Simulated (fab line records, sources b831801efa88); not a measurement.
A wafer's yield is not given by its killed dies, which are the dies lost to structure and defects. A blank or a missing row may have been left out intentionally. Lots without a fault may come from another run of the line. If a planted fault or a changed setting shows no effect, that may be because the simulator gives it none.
Matching of chambers ; flow sky130 ; cmp-01 running SKY_CONTACT_CMP_27: 4 sister chambers
The step polishes, stops on SiO2, t overpolish 15 s, target thk 0 nm. 4 wafers are shown with their chamber, then 12 later ones without.

== WAFERS PAIRED WITH THEIR CHAMBERS ==
wafer;chamber;motor_current_A (A)
L093.5;0;11.6
L092.1;1;10.0
L092.2;2;12.7
L092.4;3;11.4

== WAFERS WHOSE CHAMBER IS MISSING ==
wafer;motor_current_A (A)
L091.3;13.0
L091.4;10.8
L091.5;9.8
L090.1;11.9
L090.3;12.4
L090.4;10.1
L095.4;12.4
L095.5;11.2
L095.6;11.6
L096.1;12.6
L096.2;12.0
L096.4;11.1

== CHAMBER TAKEN BY EACH ==
wafer;from the rows above;in truth
L091.3;2;2
L091.4;can't be placed: 3 or 0 or 1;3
L091.5;1;1
L090.1;can't be placed: 0 or 3 or 2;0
L090.3;can't be placed: 2 or 0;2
L090.4;1;1
L095.4;can't be placed: 2 or 0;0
L095.5;can't be placed: 3 or 0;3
L095.6;can't be placed: 0 or 3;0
L096.1;2;2
L096.2;can't be placed: 0 or 3 or 2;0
L096.4;can't be placed: 3 or 0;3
Correctly placed: 4 of 12. Unplaceable from these rows: 8, with the true chamber sitting among the candidates in 8. Wrongly placed: 0.
How it was worked out, from the rows above alone: a wafer's distance from a chamber is the root of the sum, over the readings, of the square of ((its reading less the chamber's mean) divided by the reading's scatter). The wafer belongs to the nearest chamber; if the next one is less than 2 further off, it can't be placed. Each chamber's mean is taken over the wafers shown for it. The scatter (one wafer shown for each chamber): square how far every hidden wafer sits from the nearest shown wafer, average those squares and take the square root.
